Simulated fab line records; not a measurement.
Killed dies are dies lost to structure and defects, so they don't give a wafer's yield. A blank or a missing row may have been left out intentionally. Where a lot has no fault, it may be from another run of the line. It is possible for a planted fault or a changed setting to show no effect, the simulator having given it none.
Which tool did it? | flow gf180mcu | 37 wafers from 13 lots sampled at 5 of the route's 602 steps

WHAT THE GAUGES SHOWED, per wafer
GF_DNWELL_TW_MEAS_09.
lot  | measured    | on            | DNWELL_TW
L232 | day 2 19:33 | film metro-03 | 1342 1344 1346
L233 | day 3 01:05 | film metro-01 | 1325 1315 1318
L234 | day 3 06:22 | film metro-04 | 1356 1353 1358
L235 | day 3 11:31 | film metro-03 | 1348 1348 1357
L236 | day 3 18:21 | film metro-03 | 1360 1360 1359
L237 | day 3 22:44 | film metro-04 | 1352 1355 1360
L241 | day 4 18:05 | film metro-03 | 1344 1507
L243 | day 5 07:24 | film metro-01 | 1486 1324 1330
L246 | day 5 21:20 | film metro-01 | 1336 1489
L249 | day 6 11:53 | film metro-03 | 1344 1346 1345
L250 | day 6 17:49 | film metro-03 | 1342 1333 1343
L252 | day 7 04:52 | film metro-01 | 1305 1306 1309
L254 | day 7 14:44 | film metro-01 | 1305 1312 1301

GF_LVPWELL_TW_MEAS_11.
lot  | measured    | on            | LVPWELL_TW
L232 | day 3 22:09 | film metro-04 | 562 561 562
L233 | day 4 03:47 | film metro-03 | 559 555 555
L234 | day 4 09:12 | film metro-04 | 559 558 558
L235 | day 4 14:27 | film metro-03 | 559 557 557
L236 | day 4 21:41 | film metro-03 | 557 557 559
L237 | day 5 02:30 | film metro-04 | 560 559 561
L241 | day 5 22:59 | film metro-04 | 559 562
L243 | day 6 13:29 | film metro-03 | 554 553 555
L246 | day 7 04:05 | film metro-04 | 559 559
L249 | day 7 19:44 | film metro-04 | 560 557 559
L250 | day 8 02:17 | film metro-02 | 554 555 556
L252 | day 8 13:56 | film metro-03 | 554 556 554
L254 | day 9 00:46 | film metro-02 | 553 555 556

GF_VT_IMPLANT_OVL_MEAS_07.
lot  | measured     | on         | VT_IMPLANT_OVL (nm)
L232 | day 5 15:48  | overlay-02 | -1.0 -1.7 -1.4
L233 | day 5 22:10  | overlay-01 | -1.1 0.1 -1.2
L234 | day 6 03:37  | overlay-01 | 1.2 -1.6 -0.7
L235 | day 6 08:48  | overlay-02 | -1.1 -0.3 -0.2
L236 | day 6 17:22  | overlay-01 | -1.3 -2.0 -1.9
L237 | day 6 22:46  | overlay-02 | -0.6 -1.0 -2.7
L241 | day 7 21:59  | overlay-02 | -0.2 0.7
L243 | day 8 14:05  | overlay-01 | -0.8 -1.1 -2.4
L246 | day 9 06:08  | overlay-01 | 0.5 -2.1
L249 | day 9 23:19  | overlay-02 | 1.3 0.6 -1.3
L250 | day 10 05:56 | overlay-02 | -1.2 0.3 -2.9
L252 | day 10 19:16 | overlay-01 | 1.3 -1.4 1.3
L254 | day 11 05:04 | overlay-02 | -2.4 -1.0 -2.3

GF_POLY_GATE_CD_MEAS_10: the cd target is 280 nm.
lot  | measured     | on        | cd nm (nm)
L232 | day 9 05:50  | cd sem-01 | 280.6 282.0 282.4
L233 | day 9 11:37  | cd sem-02 | 283.0 281.2 282.1
L234 | day 9 19:11  | cd sem-01 | 277.7 279.0 278.2
L235 | day 10 01:20 | cd sem-01 | 278.0 279.2 277.6
L236 | day 10 10:49 | cd sem-02 | 280.8 280.7 280.9
L237 | day 10 17:56 | cd sem-02 | 281.0 281.8 281.3
L241 | day 11 23:08 | cd sem-02 | 280.9 281.6
L243 | day 12 14:49 | cd sem-01 | 280.2 281.0 280.4
L246 | day 13 10:08 | cd sem-01 | 279.1 280.0
L249 | day 14 08:15 | cd sem-01 | 278.9 279.2 277.8
L250 | day 14 13:38 | cd sem-02 | 279.5 279.2 280.4
L252 | day 15 02:20 | cd sem-01 | 279.3 280.0 279.7
L254 | day 15 16:06 | cd sem-02 | 276.3 278.4 275.9

EACH LOT AND THE TOOL THAT RAN IT (in order: tool; ch and the chambers of the sampled wafers; start)
lot  | GF_DNWELL_IMPLANT_07
L232 | implanter-02 ch 0, day 2 19:19
L233 | implanter-04 ch 0, day 3 00:50
L234 | implanter-03 ch 0, day 3 06:07
L235 | implanter-03 ch 0, day 3 11:16
L236 | implanter-04 ch 0, day 3 18:06
L237 | implanter-02 ch 0, day 3 22:29
L241 | implanter-02 ch 0, day 4 17:53
L243 | implanter-02 ch 0, day 5 07:09
L246 | implanter-02 ch 0, day 5 21:08
L249 | implanter-03 ch 0, day 6 11:38
L250 | implanter-03 ch 0, day 6 17:34
L252 | implanter-03 ch 0, day 7 04:35
L254 | implanter-04 ch 0, day 7 14:31
- GF_DNWELL_IMPLANT_07

AS READ BY THE TOOLS THEMSELVES (means over the sampled wafers that have a number; for cases with no such wafer, the mark the record gives instead)
GF_DNWELL_IMPLANT_07.
lot  | tool         | beam on s (s) | dose ions cm2 | end station pressure torr (Torr) | faraday current uA | tilt deg (degrees)
L232 | implanter-02 | 10.05         | 1.0017e+13    | 4.91e-06                         | 56.3               | 0.012
L233 | implanter-04 | 9.92          | 1.0001e+13    | 5.36e-06                         | 56.9               | -0.006
L234 | implanter-03 | 9.84          | 1.0013e+13    | 5.22e-06                         | 57.4               | -0.027
L235 | implanter-03 | 10.06         | 9.9923e+12    | 4.91e-06                         | 56.2               | 0.012
L236 | implanter-04 | 10.15         | 1.0008e+13    | 4.91e-06                         | 55.5               | -0.009
L237 | implanter-02 | 10.08         | 9.9993e+12    | 5.35e-06                         | 55.9               | 0.009
L241 | implanter-02 | 11.98         | 9.9900e+12    | 5.08e-06                         | 48.5               | 0.026
L243 | implanter-02 | 11.52         | 1.0010e+13    | 5.14e-06                         | 50.6               | -0.022
L246 | implanter-02 | 12.14         | 9.9915e+12    | 5.31e-06                         | 48.2               | 0.018
L249 | implanter-03 | 10.06         | 1.0021e+13    | 5.04e-06                         | 56.0               | -0.009
L250 | implanter-03 | 9.92          | 1.0016e+13    | 4.84e-06                         | 56.8               | -0.003
L252 | implanter-03 | 10.00         | 1.0007e+13    | 5.28e-06                         | 56.4               | -0.000
L254 | implanter-04 | 9.94          | 1.0004e+13    | 5.00e-06                         | 56.9               | -0.011

THE ANSWER, worked out from the rows above alone
Rule: the usual values come from the lots themselves. The widest of any qualifying gaps counts: lots, ordered by their means at a reading, are off when they make up no more than a third of the lots, leave a main group of 4 or more, and stand apart from it by 3 or more times the standard deviation of that group's means. If all means in a main group match to the digits the tables above print for the reading, that group is not used. A lot without any number at a reading at which 4 lots or more have one is off too. The other lots that the step has rows for count as sound. Order of review: gauges by route order, followed by the tools' own readings, for which a lot's mean as printed above is used. At the first step where some lot is off, the reading lying furthest off is the one used; lots without a number count as furthest.
Off at GF_DNWELL_IMPLANT_07 (beam on s): L241, L243, L246. Main group: mean 10.00 s, sd 0.09.
A tool fits if, at that step or a process step before it, it ran every lot that is off, and no sound lot after the first of them. One candidate fits, namely implanter-02 at GF_DNWELL_IMPLANT_07. Its last sound lot is L237 (day 3 22:29), its first lot that is off L241 (day 4 17:53): a fault that began between those two fits.
The tool's own readings at GF_DNWELL_IMPLANT_07 bear it out: on the lots that are off they differ by more than 5 times the standard deviation of the sound lots' means. beam on s reads 11.88 s there against 10.00 s on the sound lots; faraday current uA reads 49.1 there against 56.4 on the sound lots.

WHAT THE SIMULATOR HAD PUT IN
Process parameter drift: implanter-02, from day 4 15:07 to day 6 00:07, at GF_DNWELL_IMPLANT_07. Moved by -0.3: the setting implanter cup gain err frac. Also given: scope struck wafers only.
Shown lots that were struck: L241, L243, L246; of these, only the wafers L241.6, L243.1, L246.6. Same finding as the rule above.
